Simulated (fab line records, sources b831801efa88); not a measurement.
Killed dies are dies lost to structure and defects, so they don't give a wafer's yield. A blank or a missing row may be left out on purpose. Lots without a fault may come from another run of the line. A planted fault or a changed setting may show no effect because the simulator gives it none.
fab line records | flow sky130
record lots=6 wafers=18 last_day=50
route steps=708 shown RES_XHIGH@339 SD_N@342 SD_P@359 PAD_OPEN@708
lots that met no fault: from a run of the same line without faults
start_h: hours from the record's first day to the start of the lot's first wafer shown | wait_h: hours since the lot's step before | " the same as in the row above | L1.1+2: a row that stands for several wafers | - no value, or no start given | * or withheld: withheld | < > ~ a bound
route shown NAME@n: a module of which the file shows steps, and the number in the route of the first | usual: mean/standard deviation of fault-free wafers | same: alike in all rows | chamber/n: place in a boat | sites: the reading at each site | _std_site: their standard deviation | _edge_site: outer sites' mean less inner sites' | radius_mm: how far each site lies from the wafer's centre | mask NAME#n: copy n | behind: the tool/chamber that last shaped the wafer | hold: why the lot was held/for how many hours/how that ended | device: the transistor (n, p or np) that didn't switch | end of line: the same wafers' tests at the end of the route | a step without rows: its recipe alone | killed: dies lost to structure and defects at the first sort, not the wafer's yield | map: a wafer's dies, x killed, . not, _ none there
set.NAME: the setting as run; set.NAME@STEP: as run at that earlier step | model.NAME: the simulator's own value behind a step, which no gauge read
lots at some steps of the route; a table a step, a row a wafer
services: from which hour (start_h, from the record's first day; less than 0 if before it) a tool's chamber was out of use, for how many hours, and why
## steps
# step SKY_RES_XHIGH_IMPLANT_07
# recipe species=BF2 energy_kev=20 dose_cm2=3.6e+14 tilt_deg=0
# step SKY_RES_XHIGH_STRIP_08
# recipe chemistry=O2/N2 power_w=1400 pressure_mtorr=1500 platen_temp_c=withheld o2_flow_sccm=3000 n2_flow_sccm=300 overash_fraction=0.5
# usual drypump_motor_current_A=5.6/0.42 n2_flow_sccm=299.9/0.88 oes_product_au=0.710/0.0048 strip_time_to_endpoint_s=14.29/0.035
# columns lot.wafer tool chamber start_h wait_h drypump_motor_current_A n2_flow_sccm oes_product_au rf_hours_counter_h strip_time_to_endpoint_s
L111.2 plasma_asher-02 0 633.94 0.1 5.9 299.9 0.719 86 14.29
L111.4 " 1 " " 6.2 300.8 0.719 - 14.30
L111.5 " 0 " " 5.9 299.3 0.708 - 14.31
L118.2 plasma_asher-02 0 707.05 0.1 6.0 299.4 0.712 93 14.29
L118.4 " 1 " " 6.1 300.1 0.709 - 14.30
L118.5 " 1 " " 6.1 299.6 0.706 - 14.30
L120.1 plasma_asher-01 0 730.15 0.1 5.5 299.0 0.712 57 14.31
L120.2 " 1 " " 5.2 299.8 0.709 57 14.33
L120.3 " 1 " " 5.2 300.9 0.714 - 14.24
L127.2 plasma_asher-01 1 763.69 0.1 5.2 300.1 0.707 60 14.26
L127.3 " 0 " " 5.5 300.6 0.716 - 14.27
L127.4 " 1 " " 5.2 300.3 0.708 - 14.33
L128.2 plasma_asher-01 1 767.84 0.1 5.2 300.3 0.708 61 14.31
L128.3 " 0 " " 5.5 300.4 0.712 - 14.32
L128.6 " 0 " " 5.5 300.3 0.709 - 14.28
L132.1 plasma_asher-03 0 810.39 0.1 4.8 300.1 0.715 6 14.29
L132.2 " 1 " " 5.5 300.1 0.701 6 14.30
L132.3 " 0 " " 4.8 301.1 0.702 - 14.28
# step SKY_RES_XHIGH_TW_MEAS_09
# usual RES_XHIGH_TW=1640/18
# columns lot.wafer tool chamber start_h wait_h RES_XHIGH_TW
L111.2 film_metro-04 - 634.05 0.1 1663
L111.4 " - " " 1658
L111.5 " - " " 1665
L118.2 film_metro-02 - 707.16 0.1 1613
L118.4 " - " " 1615
L118.5 " - " " 1609
L120.1 film_metro-04 - 730.25 0.1 1637
L120.2 " - " " 1644
L120.3 " - " " 1642
L127.2 film_metro-02 - 763.80 0.1 1618
L127.3 " - " " 1612
L127.4 " - " " 1625
L128.2 film_metro-02 - 767.95 0.1 1613
L128.3 " - " " 1614
L128.6 " - " " 1616
L132.1 film_metro-03 - 810.49 0.1 1650
L132.2 " - " " 1651
L132.3 " - " " 1654
# step SKY_SD_N_DEHYDRATE_00
# recipe temp_c=200 time_s=60
# step SKY_SD_N_HMDS_01
# recipe prime_time_s=60 prime_temp_c=120
# step SKY_SD_N_COAT_02
# recipe resist=NOVOLAK spin_rpm=3000 resist_thk_nm=1140
# step SKY_SD_N_SOFTBAKE_03
# recipe temp_c=90 time_s=60 resist=NOVOLAK
# step SKY_SD_N_EXPOSE_04
# recipe mask_id=NSDM na=0.6 source_shape=conventional sigma_outer=0.6 polarization=unpolarized target_cd_nm=380 dose_mj=141
# step SKY_SD_N_PEB_05
# recipe temp_c=withheld time_s=* resist=NOVOLAK
# step SKY_SD_N_DEVELOP_06
# recipe resist=NOVOLAK developer=TMAH develop_time_s=60 dev_temp_c=23
# step SKY_SD_N_CD_MEAS_07
# recipe target_cd_nm=380
# usual cd_nm=379.8/2.1
# columns lot.wafer tool chamber start_h wait_h cd_nm
L111.2 cd_sem-01 - 661.23 0.1 384.5
L111.4 " - " " 380.8
L111.5 " - " " 381.9
L118.2 cd_sem-01 - 734.26 0.1 381.0
L118.4 " - " " 379.1
L118.5 " - " " 380.4
L120.1 cd_sem-01 - 757.81 0.1 376.9
L120.2 " - " " 379.8
L120.3 " - " " 377.1
L127.2 cd_sem-02 - 789.91 0.1 376.1
L127.3 " - " " 377.8
L127.4 " - " " 381.4
L128.2 cd_sem-01 - 795.01 0.1 379.5
L128.3 " - " " 377.6
L128.6 " - " " 379.2
L132.1 cd_sem-02 - 836.86 0.1 379.0
L132.2 " - " " 379.6
L132.3 " - " " 382.2
# step SKY_SD_N_OVL_MEAS_08
# usual SD_N_OVL=-0.8/1.2
# columns lot.wafer tool chamber start_h wait_h SD_N_OVL[nm]
L111.2 overlay-01 - 661.33 0.1 1.0
L111.4 " - " " -0.9
L111.5 " - " " -0.4
L118.2 overlay-02 - 734.36 0.1 -0.5
L118.4 " - " " -2.4
L118.5 " - " " -0.4
L120.1 overlay-02 - 757.93 0.1 -0.4
L120.2 " - " " 0.2
L120.3 " - " " -0.4
L127.2 overlay-02 - 790.01 0.1 -2.7
L127.3 " - " " -3.6
L127.4 " - " " -2.5
L128.2 overlay-01 - 795.11 0.1 -0.4
L128.3 " - " " 0.2
L128.6 " - " " 0.4
L132.1 overlay-01 - 836.98 0.1 -1.5
L132.2 " - " " -0.8
L132.3 " - " " -2.7
# step SKY_SD_N_IMPLANT_09
# recipe species=As energy_kev=50 dose_cm2=4e+15 tilt_deg=0
# usual beam_energy_keV=50.001/0.017 beam_on_s=18.7/0.94 dose_ions_cm2=4e+15/4.5e+12 tilt_deg=-0.001/0.018
# columns lot.wafer tool chamber start_h wait_h beam_energy_keV beam_on_s dose_ions_cm2 tilt_deg
L111.2 implanter-04 0 661.39 0.0 49.994 17.8 4.003e+15 -0.013
L111.4 " 0 " " 49.989 17.7 3.998e+15 -0.001
L111.5 " 0 " " 50.022 17.7 4.006e+15 -0.017
L118.2 implanter-03 0 734.42 0.0 49.977 9.9 1.942e+15 0.014
L118.4 " 0 " " 49.982 9.8 1.952e+15 0.012
L118.5 " 0 " " 49.969 9.9 1.955e+15 0.030
L120.1 implanter-03 0 757.96 0.0 49.997 9.9 1.955e+15 -0.013
L120.2 " 0 " " 50.020 9.9 1.958e+15 -0.005
L120.3 " 0 " " 49.993 10.1 1.963e+15 -0.015
L127.2 implanter-04 0 790.07 0.0 49.999 17.8 4.004e+15 0.008
L127.3 " 0 " " 50.006 17.6 3.997e+15 0.020
L127.4 " 0 " " 49.991 17.7 3.997e+15 0.036
L128.2 implanter-04 0 795.17 0.0 50.022 18.0 3.996e+15 -0.030
L128.3 " 0 " " 50.006 18.0 3.997e+15 -0.010
L128.6 " 0 " " 50.010 17.7 3.996e+15 -0.057
L132.1 implanter-03 0 837.01 0.0 49.976 19.5 4.002e+15 0.007
L132.2 " 0 " " 49.976 20.1 4.005e+15 -0.025
L132.3 " 0 " " 49.980 20.1 4.012e+15 -0.003
# step SKY_SD_N_IMPLANT_10
# recipe species=P energy_kev=20.2 dose_cm2=1e+14 tilt_deg=0
# step SKY_SD_N_STRIP_11
# recipe chemistry=O2/N2 power_w=1400 pressure_mtorr=1500 platen_temp_c=withheld o2_flow_sccm=3000 n2_flow_sccm=300 overash_fraction=0.5
# usual drypump_motor_current_A=5.7/0.36 n2_flow_sccm=299.9/0.88 oes_product_au=0.528/0.0046 strip_time_to_endpoint_s=22.57/0.036
# columns lot.wafer tool chamber start_h wait_h drypump_motor_current_A n2_flow_sccm oes_product_au rf_hours_counter_h strip_time_to_endpoint_s
L111.2 plasma_asher-02 1 661.66 0.1 6.1 299.8 0.528 88 22.59
L111.4 " 1 " " 6.2 301.8 0.535 - 22.56
L111.5 " 0 " " 6.0 300.8 0.533 - 22.55
L118.2 plasma_asher-01 0 734.69 0.1 5.5 299.2 0.567 57 20.06
L118.4 " 0 " " 5.5 301.2 0.567 - 20.03
L118.5 " 1 " " 5.2 299.4 0.567 - 20.03
L120.1 plasma_asher-02 0 758.26 0.1 6.0 298.7 0.559 99 20.13
L120.2 " 1 " " 6.1 299.9 0.555 99 20.14
L120.3 " 0 " " 6.0 299.1 0.568 - 20.14
L127.2 plasma_asher-01 0 790.34 0.1 5.6 299.7 0.520 63 22.58
L127.3 " 1 " " 5.2 300.5 0.527 - 22.58
L127.4 " 0 " " 5.5 299.9 0.533 - 22.58
L128.2 plasma_asher-01 1 795.44 0.1 5.2 299.3 0.529 64 22.53
L128.3 " 1 " " 5.2 299.1 0.522 - 22.60
L128.6 " 1 " " 5.2 299.3 0.527 - 22.61
L132.1 plasma_asher-01 1 837.31 0.1 5.2 300.5 0.524 68 22.53
L132.2 " 0 " " 5.5 298.4 0.534 68 22.59
L132.3 " 0 " " 5.5 298.4 0.522 - 22.60
# step SKY_SD_N_TW_MEAS_12
# usual SD_N_TW=3985/50
# columns lot.wafer tool chamber start_h wait_h SD_N_TW
L111.2 film_metro-03 - 661.77 0.1 4014
L111.4 " - " " 4011
L111.5 " - " " 3986
L118.2 film_metro-03 - 734.80 0.1 3874
L118.4 " - " " 3876
L118.5 " - " " 3887
L120.1 film_metro-02 - 758.36 0.1 3843
L120.2 " - " " 3818
L120.3 " - " " 3843
L127.2 film_metro-04 - 790.45 0.1 4032
L127.3 " - " " 4023
L127.4 " - " " 4036
L128.2 film_metro-02 - 795.55 0.1 3899
L128.3 " - " " 3891
L128.6 " - " " 3890
L132.1 film_metro-03 - 837.41 0.1 3961
L132.2 " - " " 3968
L132.3 " - " " 3962
# step SKY_SD_N_CLEAN_13
# recipe chemistry=SC1/SC2 mix=1:4:20 temp_c=70 time_s=150 dry=n2_spin
# step SKY_SD_N_RTA_14
# recipe temp_c=1075 time_s=2 idle_temp_c=650 ramp_up_c_per_s=150 ramp_down_c_per_s=90 ambient=N2
# usual lamp_power_pct=15.73/0.049 ramp_down_c_per_s=89.999/0.016 wafer_temp_C_max=1078.0/1.3
# columns lot.wafer tool chamber start_h wait_h lamp_power_pct ramp_down_c_per_s wafer_temp_C_max
L111.2 rtp_anneal-02 0 661.88 0.0 15.75 89.991 1079.6
L111.4 " 0 " " 15.79 90.014 1077.2
L111.5 " 0 " " 15.68 89.986 1076.5
L118.2 rtp_anneal-01 0 734.92 0.0 15.70 90.003 1076.8
L118.4 " 0 " " 15.75 89.983 1078.8
L118.5 " 0 " " 15.65 90.008 1079.8
L120.1 rtp_anneal-01 0 758.47 0.0 15.79 89.991 1078.0
L120.2 " 0 " " 15.71 89.976 1073.9
L120.3 " 0 " " 15.76 90.007 1078.2
L127.2 rtp_anneal-02 0 790.56 0.0 15.67 89.977 1077.5
L127.3 " 0 " " 15.75 89.989 1076.8
L127.4 " 0 " " 15.72 90.008 1076.5
L128.2 rtp_anneal-01 0 795.66 0.0 15.72 90.014 1076.7
L128.3 " 0 " " 15.73 89.995 1078.1
L128.6 " 0 " " 15.74 90.001 1076.3
L132.1 rtp_anneal-02 0 837.52 0.0 15.79 90.043 1075.6
L132.2 " 0 " " 15.74 89.977 1078.8
L132.3 " 0 " " 15.80 90.000 1078.1
# step SKY_SD_N_RS_MEAS_16
# recipe thk_meas_gauge=four-point-probe
# usual SD_N_RS=68.54/0.13
# columns lot.wafer tool chamber start_h wait_h SD_N_RS[ohm/sq]
L111.2 film_metro-02 - 662.07 0.1 68.64
L111.4 " - " " 68.82
L111.5 " - " " 68.57
L118.2 film_metro-02 - 735.10 0.1 78.59
L118.4 " - " " 78.73
L118.5 " - " " 78.62
L120.1 film_metro-04 - 758.65 0.1 78.28
L120.2 " - " " 78.30
L120.3 " - " " 78.14
L127.2 film_metro-02 - 790.75 0.1 68.60
L127.3 " - " " 68.52
L127.4 " - " " 68.63
L128.2 film_metro-04 - 795.85 0.1 68.53
L128.3 " - " " 68.67
L128.6 " - " " 68.60
L132.1 film_metro-04 - 837.70 0.1 68.42
L132.2 " - " " 68.46
L132.3 " - " " 68.48
# step SKY_SD_N_RS_MEAS_17
# recipe thk_meas_gauge=four-point-probe
# usual SD_P_RS=146.8/0.37
# columns lot.wafer tool chamber start_h wait_h SD_P_RS[ohm/sq]
L111.2 film_metro-02 - 662.19 0.1 147.3
L111.4 " - " " 147.5
L111.5 " - " " 147.4
L118.2 film_metro-02 - 735.22 0.1 147.4
L118.4 " - " " 147.1
L118.5 " - " " 146.9
L120.1 film_metro-04 - 758.77 0.1 146.8
L120.2 " - " " 146.8
L120.3 " - " " 147.0
L127.2 film_metro-02 - 790.87 0.1 146.9
L127.3 " - " " 146.7
L127.4 " - " " 147.0
L128.2 film_metro-04 - 795.97 0.1 147.3
L128.3 " - " " 147.6
L128.6 " - " " 146.8
L132.1 film_metro-04 - 837.82 0.1 146.9
L132.2 " - " " 146.8
L132.3 " - " " 146.9
# step SKY_PAD_OPEN_PROBE_99
# usual killed_at_M0_to_M3=44/7.5 killed_at_M4_up=3.3/1.8 killed_at_contacts=25/5.9 killed_at_front_end=16/4.7 killed_at_other=0.3/0.52 killed_dies=89/9.9 killed_open=49/7.8 killed_short=40/5.8
# same gross_dies=492 killed_at_back_side=0
# columns lot.wafer tool chamber start_h wait_h killed_at_M0_to_M3 killed_at_M4_up killed_at_contacts killed_at_front_end killed_at_other killed_dies killed_open killed_short model.etest.res_ndiff.line_ohm_um model.etest.nfet_g5v0d10v5.r_on_ohm_um model.etest.sonos_uncharged.r_on_ohm_um model.etest.licon_ndiff.rc_ohm model.etest.nfet_01v8.r_on_ohm_um model.etest.res_ndiff_hv.rs_ohm_sq model.etest.res_ndiff.rs_ohm_sq model.etest.nfet_01v8_lvt.drive_ua_um
L111.2 prober-01 - 1083.43 0.1 51 3 24 14 0 92 45 46 776.5 1868 808.4 179.3 835.6 114.5 121.9 567.5
L111.4 prober-01 - 1083.53 0.2 47 5 26 18 0 96 61 35 795.9 1860 828.6 190.7 833.7 114.4 122.6 570.5
L111.5 prober-01 - 1083.58 0.2 42 5 24 11 0 82 48 34 772.4 1850 811.1 189.3 823.8 114.4 121.2 584.7
L118.2 prober-01 - 1142.56 0.1 46 2 30 20 0 98 55 43 902.6 1976 893.8 228.8 863.6 134.3 140.5 569.4
L118.4 prober-01 - 1142.66 0.2 61 0 28 19 0 108 65 43 899.8 1993 892.2 227.2 859.5 136.2 140.8 567.2
L118.5 prober-01 - 1142.71 0.2 70 5 25 13 0 113 61 52 887.2 1981 880.3 225.1 862.2 134.5 141.1 568.6
L120.1 prober-02 - 1155.66 0.1 41 4 23 16 0 84 41 43 873.1 1953 903.9 227.8 856.9 132.3 137.5 562.6
L120.2 prober-02 - 1155.71 0.1 46 7 23 17 0 93 51 42 865.1 1964 905.4 223.4 858.2 131.9 137.5 559
L120.3 prober-02 - 1155.76 0.2 38 3 29 30 1 101 61 39 859.8 1957 895.5 229.5 828 132.5 138.3 578.7
L127.2 prober-01 - 1176.69 0.1 45 4 17 11 1 78 45 33 726.9 1864 788.6 186.4 820.8 113.1 118.7 588.1
L127.3 prober-01 - 1176.74 0.2 50 2 27 9 0 88 47 41 731 1865 793.1 182.9 811.5 112 117.7 595.7
L127.4 prober-01 - 1176.79 0.2 41 3 30 17 0 91 50 41 739.4 1882 801.8 172.1 857 111.8 118.5 569.1
L128.2 prober-02 - 1181.49 0.1 45 6 25 11 0 87 52 35 783 1920 807.1 177.2 859.6 114.9 121.3 559.2
L128.3 prober-02 - 1181.54 0.2 56 3 17 15 1 92 49 43 774 1899 798.9 181.2 820 115.7 120.8 574.1
L128.6 prober-02 - 1181.69 0.2 42 1 22 13 0 78 23 55 763.9 1926 807.4 181.8 846.6 115.3 120.3 575.4
L132.1 prober-01 - 1203.97 0.1 49 2 29 20 0 100 65 35 767.9 1928 827.9 182.3 868.5 114.9 121.2 555.7
L132.2 prober-01 - 1204.02 0.1 52 2 24 21 3 102 63 38 767.1 1894 823.1 182.9 850.1 115.4 120.3 559.9
L132.3 prober-01 - 1204.07 0.2 44 7 30 11 0 92 61 31 778.9 1903 826 184.9 850.4 115.8 121.2 565.8
# killed by level:class
L111.2 VIA3:geometric_particle:open=13 VIA1:geometric_particle:open=12 CONTACT:geometric_particle:short=11 VIA1:geometric_particle:short=6 FIELD_ISO:geometric_particle:short=5 CONTACT:geometric_particle:open=5 LI_CONTACT:geometric_particle:open=4 LOCAL_INTERCONNECT:geometric_particle:short=4
L111.4 VIA1:geometric_particle:open=12 CONTACT:geometric_particle:open=12 VIA3:geometric_particle:open=9 FIELD_ISO:geometric_particle:open=7 LI_CONTACT:geometric_particle:open=6 VIA2:geometric_particle:open=6 METAL1:geometric_particle:short=5 CONTACT:geometric_particle:short=4
L111.5 VIA1:geometric_particle:open=14 LI_CONTACT:geometric_particle:open=9 CONTACT:geometric_particle:open=7 VIA1:geometric_particle:short=6 VIA3:geometric_particle:open=5 CONTACT:geometric_particle:short=4 VIA2:geometric_particle:open=4 FIELD_ISO:geometric_particle:short=3
L118.2 VIA1:geometric_particle:open=13 LI_CONTACT:geometric_particle:open=10 FIELD_ISO:geometric_particle:short=9 CONTACT:geometric_particle:open=9 CONTACT:geometric_particle:short=7 VIA3:geometric_particle:open=7 METAL2:geometric_particle:short=5 FIELD_ISO:geometric_particle:open=4
L118.4 VIA1:geometric_particle:open=17 CONTACT:geometric_particle:open=14 FIELD_ISO:geometric_particle:open=7 FIELD_ISO:geometric_particle:short=7 LI_CONTACT:geometric_particle:open=7 VIA3:geometric_particle:open=7 VIA1:geometric_particle:short=7 CONTACT:geometric_particle:short=6
L118.5 VIA1:geometric_particle:open=19 METAL2:geometric_particle:short=11 CONTACT:geometric_particle:open=10 METAL1:geometric_particle:short=8 VIA2:geometric_particle:open=7 LI_CONTACT:geometric_particle:open=5 METAL3:geometric_particle:short=5 VIA1:geometric_particle:short=5
L120.1 VIA3:geometric_particle:open=9 CONTACT:geometric_particle:open=7 FIELD_ISO:geometric_particle:short=6 CONTACT:geometric_particle:short=6 VIA2:geometric_particle:short=6 VIA1:geometric_particle:open=5 VIA1:geometric_particle:short=5 VIA2:geometric_particle:open=5
L120.2 LI_CONTACT:geometric_particle:open=14 VIA3:geometric_particle:open=8 METAL2:geometric_particle:short=7 FIELD_ISO:geometric_particle:open=6 METAL1:geometric_particle:short=6 METAL4:geometric_particle:short=5 CONTACT:geometric_particle:short=4 METAL1:geometric_particle:open=4
L120.3 VIA1:geometric_particle:open=12 CONTACT:geometric_particle:open=11 POLY_GATE:geometric_particle:open=9 FIELD_ISO:geometric_particle:open=8 LI_CONTACT:geometric_particle:open=6 VIA2:geometric_particle:open=6 FIELD_ISO:geometric_particle:short=5 CONTACT:geometric_particle:short=5
L127.2 VIA1:geometric_particle:open=15 CONTACT:geometric_particle:open=8 METAL1:geometric_particle:short=6 METAL2:geometric_particle:short=6 VIA1:geometric_particle:short=5 FIELD_ISO:geometric_particle:short=3 FIELD_ISO:geometric_particle:open=3 LI_CONTACT:geometric_particle:open=3
L127.3 LI_CONTACT:geometric_particle:open=11 VIA1:geometric_particle:open=10 VIA1:geometric_particle:short=10 LOCAL_INTERCONNECT:geometric_particle:short=7 CONTACT:geometric_particle:open=6 METAL1:geometric_particle:short=6 VIA3:geometric_particle:open=6 VIA2:geometric_particle:open=6
L127.4 CONTACT:geometric_particle:open=11 VIA1:geometric_particle:open=11 LI_CONTACT:geometric_particle:open=9 POLY_GATE:geometric_particle:short=7 METAL2:geometric_particle:short=7 LOCAL_INTERCONNECT:geometric_particle:short=6 VIA2:geometric_particle:open=6 FIELD_ISO:geometric_particle:short=4
L128.2 VIA1:geometric_particle:open=14 CONTACT:geometric_particle:open=10 VIA2:geometric_particle:open=7 METAL2:geometric_particle:short=6 VIA3:geometric_particle:open=6 CONTACT:geometric_particle:short=5 LI_CONTACT:geometric_particle:open=5 VIA1:geometric_particle:short=4
L128.3 VIA1:geometric_particle:open=16 METAL1:geometric_particle:short=7 FIELD_ISO:geometric_particle:open=6 VIA2:geometric_particle:open=6 VIA1:geometric_particle:short=5 LOCAL_INTERCONNECT:geometric_particle:short=5 METAL2:geometric_particle:short=5 FIELD_ISO:geometric_particle:short=4
L128.6 VIA1:geometric_particle:short=9 CONTACT:geometric_particle:short=8 METAL1:geometric_particle:short=8 CONTACT:geometric_particle:open=6 LOCAL_INTERCONNECT:geometric_particle:short=5 METAL2:geometric_particle:short=5 VIA2:geometric_particle:short=5 FIELD_ISO:geometric_particle:open=4
L132.1 CONTACT:geometric_particle:open=12 VIA1:geometric_particle:open=11 VIA2:geometric_particle:open=10 VIA3:geometric_particle:open=8 LI_CONTACT:geometric_particle:open=7 FIELD_ISO:geometric_particle:short=5 FIELD_ISO:geometric_particle:open=5 CONTACT:geometric_particle:short=5
L132.2 VIA1:geometric_particle:open=14 LI_CONTACT:geometric_particle:open=12 VIA2:geometric_particle:open=12 VIA1:geometric_particle:short=8 FIELD_ISO:geometric_particle:open=7 VIA3:geometric_particle:open=7 FIELD_ISO:geometric_particle:short=6 POLY_GATE:geometric_particle:open=4
L132.3 CONTACT:geometric_particle:open=13 VIA2:geometric_particle:open=10 LI_CONTACT:geometric_particle:open=9 VIA1:geometric_particle:open=9 VIA3:geometric_particle:open=9 FIELD_ISO:geometric_particle:open=4 LOCAL_INTERCONNECT:geometric_particle:short=4 METAL1:geometric_particle:short=4
## services
# columns tool chamber start_h hours kind
implanter-04 - 624.28 4.2 pm
implanter-04 - 646.66 6.2 pm
plasma_asher-02 - 680.40 2.8 pm
implanter-03 - 691.05 3.7 pm
implanter-03 - 700.85 9.4 repair
plasma_asher-03 - 718.22 13.1 repair
implanter-04 - 720.41 3.2 repair
plasma_asher-03 - 733.75 9.0 pm
plasma_asher-03 0 733.75 9.0 vent_cycle
plasma_asher-03 1 733.75 9.0 vent_cycle
plasma_asher-03 0 742.75 - clean
plasma_asher-03 1 742.75 - clean
rtp_anneal-02 - 755.95 3.9 pm
plasma_asher-02 - 757.55 0.7 repair
plasma_asher-01 - 810.50 2.8 pm
plasma_asher-03 - 810.69 14.6 pm
## key
first_sign step=SKY_SD_N_IMPLANT_09 reading=dose_ions_cm2 direction=down sigmas=99+ usual=* struck=*
effect step=SKY_SD_N_IMPLANT_09 reading=beam_on_s direction=down sigmas=9.3 usual=18.7 struck=9.9
effect step=SKY_SD_N_STRIP_11 reading=strip_time_to_endpoint_s direction=down sigmas=69 usual=* struck=*
effect step=SKY_SD_N_TW_MEAS_12 reading=SD_N_TW direction=down sigmas=2.5 usual=3985 struck=3857
effect step=SKY_SD_N_RS_MEAS_16 reading=SD_N_RS direction=up sigmas=79 usual=68.54 struck=78.45
model_effect step=SKY_PAD_OPEN_PROBE_99 value=etest.res_ndiff.line_ohm_um without=750.9 struck=881.3
met_at SKY_SD_N_IMPLANT_09
struck_wafers L118.2,L118.4,L118.5,L120.1,L120.2,L120.3
tester_left_out L118,L120
fault kind=process_parameter_drift tool=implanter-03 chamber=- onset_h=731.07 steps=SKY_SD_N_IMPLANT_09 channel=dose_cm2 offset=* shape=step end_h=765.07 acts_in=* stated=*
# tester_left_out: of these lots the tester's yield and bins aren't shown, on N5 and GAA mostly nor the transistor test; their killed dies are dies lost to structure and defects alone, not to doping, threshold or leakage, so they don't give the yield
